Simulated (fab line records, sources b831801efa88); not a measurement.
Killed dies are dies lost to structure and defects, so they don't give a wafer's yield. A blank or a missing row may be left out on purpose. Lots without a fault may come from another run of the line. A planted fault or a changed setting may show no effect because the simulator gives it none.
Problem report in the 8D (eight disciplines) form, filled by code | flow gf180mcu | the parts of the form that need people (team, actions taken, sign-off) are left out

1. THE PROBLEM
heater_power_total_W at GF_M5_PEB_05 reads a mean of 86.66 W on 4 wafers of 3 lots; wafers without a fault read 85.70 W with a standard deviation of 0.081. That is +12 standard deviations from the usual mean.
The step: peb time 90 s.
First seen on wafer L256.2, day 30 10:54, on litho_track-04. The record holds 42 wafers of 14 lots with a number at this step. Rule for "out", or "out of limits": more than 4 standard deviations from the usual mean. The other wafers with a number count as sound.

2. WHAT IT IS AND WHAT IT IS NOT
question                    | is                             | is not
which readings at this step | heater_power_total_W           | -
which lots                  | L256, L258, L260               | L244, L245, L246, L249, L251, L254, L257, L262, L263, L264, L266
which wafers of those lots  | L256.2, L258.1, L258.2, L260.2 | L256.3, L256.5, L258.3, L260.3, L260.6
read on which tools         | litho_track-04                 | litho_track-02, litho_track-03
when                        | from day 30 10:54              | up to then (20 sound wafers); but 18 sound wafers of L257, L258, L260, L262, L263, L264, L266 came after

3. SUSPECTS, AND WHAT RULES EACH OUT
Counting: a tool at a process step up to the reading stays a suspect if it ran every lot that is out. Sound lots after the first of them don't rule it out here, since some wafers of a struck lot are sound.
- litho_track-04 at GF_M5_PEB_05 (peb time 90 s): kept. It ran every lot that is out, first L256 (day 30 10:54); its last sound lot up to then is L246 (day 27 04:15). Its own readings are out on those wafers: heater_power_total_W.
Left after counting: litho_track-04 at GF_M5_PEB_05.

4. THE CAUSE (what the simulator had put in)
Process parameter drift: litho_track-04, from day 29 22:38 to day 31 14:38, at GF_M5_PEB_05. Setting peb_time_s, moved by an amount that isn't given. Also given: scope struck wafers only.
Counting left only this tool.

5. THE CHAIN OF EFFECTS, in route order
Each row: a reading whose mean over the struck wafers that have a number lies more than 3 standard deviations from the usual. Only readings for which the record gives a usual standard deviation are gone through. hours: the time from each lot's start at the first step in this table that gives one to its start at this step, as a median over the lots. sigmas: the change in usual standard deviations.
hours | step         | reading              | usual   | on struck wafers | change | sigmas
0     | GF_M5_PEB_05 | heater_power_total_W | 85.70 W | 86.66            | +0.96  | +12
The process steps in it:
- GF_M5_PEB_05: peb time 90 s.

6. WHAT WOULD HAVE CAUGHT IT SOONER
In this record the first reading out of limits was taken at day 30 10:54, 12 hours after the fault began at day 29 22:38.
